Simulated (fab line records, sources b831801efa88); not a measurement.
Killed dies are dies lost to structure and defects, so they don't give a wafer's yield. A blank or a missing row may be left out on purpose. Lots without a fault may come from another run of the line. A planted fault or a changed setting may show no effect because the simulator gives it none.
Problem report in the 8D (eight disciplines) form, filled by code | flow sky130 | the parts of the form that need people (team, actions taken, sign-off) are left out

1. THE PROBLEM
LDD_HVN_TW at SKY_LDD_HVN_TW_MEAS_10 reads a mean of 1308 on 6 wafers of 2 lots; wafers without a fault read 1446 with a standard deviation of 15. That is -9.2 standard deviations from the usual mean.
First seen on wafer L592.2, day 23 19:58, on film_metro-03. The record holds 36 wafers of 12 lots with a number at this step. Rule for "out", or "out of limits": more than 4 standard deviations from the usual mean. The other wafers with a number count as sound.

2. WHAT IT IS AND WHAT IT IS NOT
question                    | is                           | is not
which readings at this step | LDD_HVN_TW                   | -
which lots                  | L592, L595                   | L583, L584, L585, L586, L587, L597, L599, L603, L604, L606
which wafers of those lots  | all that have a number       | -
read on which gauges        | film_metro-01, film_metro-03 | film_metro-02
when                        | from day 23 19:58            | up to then (15 sound wafers); but 15 sound wafers of L597, L599, L603, L604, L606 came after

3. SUSPECTS, AND WHAT RULES EACH OUT
Counting: a tool at a process step up to the reading stays a suspect if it ran every lot that is out and no sound lot after the first of them.
- the gauge at SKY_LDD_HVN_TW_MEAS_10: ruled out. The wafers that are out were read on 2 gauges (film_metro-01, film_metro-03).
- implanter-04 at SKY_LDD_HVN_IMPLANT_08: kept. It ran every lot that is out, first L592 (day 23 19:44), and no sound lot after that; its last sound lot up to then is L585 (day 21 08:28). Its own readings are out on those wafers: beam_energy_keV.
Left after counting: implanter-04 at SKY_LDD_HVN_IMPLANT_08.

4. THE CAUSE (what the simulator had put in)
Process parameter drift: implanter-04, from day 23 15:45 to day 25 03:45, at SKY_LDD_HVN_IMPLANT_08. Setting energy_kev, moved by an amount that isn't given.
Counting left only this tool.

5. THE CHAIN OF EFFECTS, in route order
Each row: a reading whose mean over the struck wafers that have a number lies more than 3 standard deviations from the usual. Only readings for which the record gives a usual standard deviation are gone through. hours: the time from each lot's start at the first step in this table that gives one to its start at this step, as a median over the lots. sigmas: the change in usual standard deviations.
hours | step                   | reading         | usual  | on struck wafers | change  | sigmas
0     | SKY_LDD_HVN_IMPLANT_08 | beam_energy_keV | 59.995 | 40.876           | -19.119 | -99 or more
0     | SKY_LDD_HVN_TW_MEAS_10 | LDD_HVN_TW      | 1446   | 1308             | -138    | -9.2
The process steps in it:
- SKY_LDD_HVN_IMPLANT_08

6. WHAT WOULD HAVE CAUGHT IT SOONER
In this record the first reading out of limits at a measuring or inspecting step was taken at day 23 19:58, 4 hours after the fault began at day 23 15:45.
The tool's own readings at SKY_LDD_HVN_IMPLANT_08 were out on every struck wafer that the step has a row for (beam_energy_keV): an alarm limit on them would have fired on the first of those.
Of the lots that are out (2), L595 began SKY_LDD_HVN_IMPLANT_08 on implanter-04 after day 23 19:58. A hold on the tool at that time would have spared it.
